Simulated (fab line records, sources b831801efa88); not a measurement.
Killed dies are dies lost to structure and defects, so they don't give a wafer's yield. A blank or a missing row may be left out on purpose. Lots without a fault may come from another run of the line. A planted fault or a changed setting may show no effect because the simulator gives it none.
Split-lot experiment | flow sky130 | 5 lots, 23 wafers read, on a route of 708 steps

THE SPLIT
At SKY_LDD_LDN_IMPLANT_10, the setting energy_kev was moved away from the recipe's 15 on 10 of the 23 wafers read, by +3.1% to +4.9%. The other wafers ran this setting at the recipe's value.

The reading is taken at the split's own step.

THE READING
implant.drp_nm (the simulator's own value, which no gauge read), in nm, at SKY_LDD_LDN_IMPLANT_10. The file gives no usual value for it.

wafer  | tool, chamber at the split | energy_kev as run | against the recipe | implant.drp_nm, nm | against lot-mates on the recipe
L074.1 | implanter-03, 0            | 15                | recipe             | 5.933              | -
L074.4 | implanter-03, 0            | 15                | recipe             | 5.933              | -
L074.6 | implanter-03, 0            | 15                | recipe             | 5.933              | -
L074.3 | implanter-03, 0            | 15.72             | +4.8%              | 6.122              | +0.189
L074.5 | implanter-03, 0            | 15.72             | +4.8%              | 6.122              | +0.189
L080.1 | implanter-03, 0            | 15.47             | +3.1%              | 6.057              | +0.124
L080.4 | implanter-03, 0            | 15.47             | +3.1%              | 6.057              | +0.124
L080.5 | implanter-03, 0            | 15.47             | +3.1%              | 6.057              | +0.124
L080.2 | implanter-03, 0            | 15                | recipe             | 5.933              | -
L080.3 | implanter-03, 0            | 15                | recipe             | 5.933              | -
L081.1 | implanter-01, 0            | 15                | recipe             | 5.933              | -
L081.3 | implanter-01, 0            | 15                | recipe             | 5.933              | -
L081.6 | implanter-01, 0            | 15                | recipe             | 5.933              | -
L083.1 | implanter-03, 0            | 15.74             | +4.9%              | 6.128              | +0.195
L083.2 | implanter-03, 0            | 15.74             | +4.9%              | 6.128              | +0.195
L083.6 | implanter-03, 0            | 15.74             | +4.9%              | 6.128              | +0.195
L083.3 | implanter-03, 0            | 15                | recipe             | 5.933              | -
L083.4 | implanter-03, 0            | 15                | recipe             | 5.933              | -
L085.1 | implanter-04, 0            | 15                | recipe             | 5.933              | -
L085.2 | implanter-04, 0            | 15                | recipe             | 5.933              | -
L085.3 | implanter-04, 0            | 15                | recipe             | 5.933              | -
L085.4 | implanter-04, 0            | 15.53             | +3.5%              | 6.073              | +0.140
L085.5 | implanter-04, 0            | 15.53             | +3.5%              | 6.073              | +0.140

THE FIT
A straight line over all 23 wafers: implant.drp_nm changes by +0.0395 nm for each +1% of energy_kev; r = +1.00; the points scatter about the line by 0.00025 nm.
The same after taking each lot's own level away (the mean of its wafers on the recipe; 23 wafers): +0.0395 nm for each +1%; r = +1.00; scatter 0.00025 nm.
On that fit, the largest move of energy_kev shifts the reading by 0.19 nm.
The lots' own levels span 5.9330 to 5.9330 nm.
So the lot-to-lot level changes the slope little: the two slopes agree.
Check: with one of the wafers moved furthest among these (+4.9%) left out of the fit, the line predicts +0.195 nm for it against its lot-mates. It came out at +0.195 nm against them.

OTHER SPLITS ON THESE WAFERS
These wafers also went through other splits before the reading. Each is held against what the fit with the lots' levels taken away leaves over:
other split on the same wafers           | wafers away from the commonest value | r with implant.drp_nm (lot level and that fit taken away)
SKY_VT_ADJUST_PCH_COAT_02 resist_thk_nm  | 11                                   | +0.38
SKY_SONOS_TUNNEL_COAT_02 spin_rpm        | 7                                    | +0.51
SKY_SONOS_TUNNEL_IMPLANT_09 dose_cm2     | 9                                    | -0.27
SKY_SONOS_ONO_CVD_02 pressure_mtorr      | 15                                   | -0.04
SKY_GATE_OXIDE_COAT_05 resist_thk_nm     | 7                                    | +0.11
SKY_GATE_OXIDE_DEVELOP_09 develop_time_s | 10                                   | +0.23
SKY_LDD_P_COAT_02 resist_thk_nm          | 7                                    | -0.47

THE WHOLE CHAIN: every reading that the file lists as answering this split, in the file's order
step                   | what it does | reading                                                         | change (the file's fit)                | r (the file's)
SKY_LDD_LDN_IMPLANT_10 |              | implant.rp_nm (the simulator's own value, which no gauge read)  | +0.0911 nm for each +1% of the setting | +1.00
SKY_LDD_LDN_IMPLANT_10 |              | implant.drp_nm (the simulator's own value, which no gauge read) | +0.0394 nm for each +1% of the setting | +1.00

THE FILE'S OWN FIT
implant.drp_nm changes by +0.0394 nm for each +1% of energy_kev, r = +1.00.
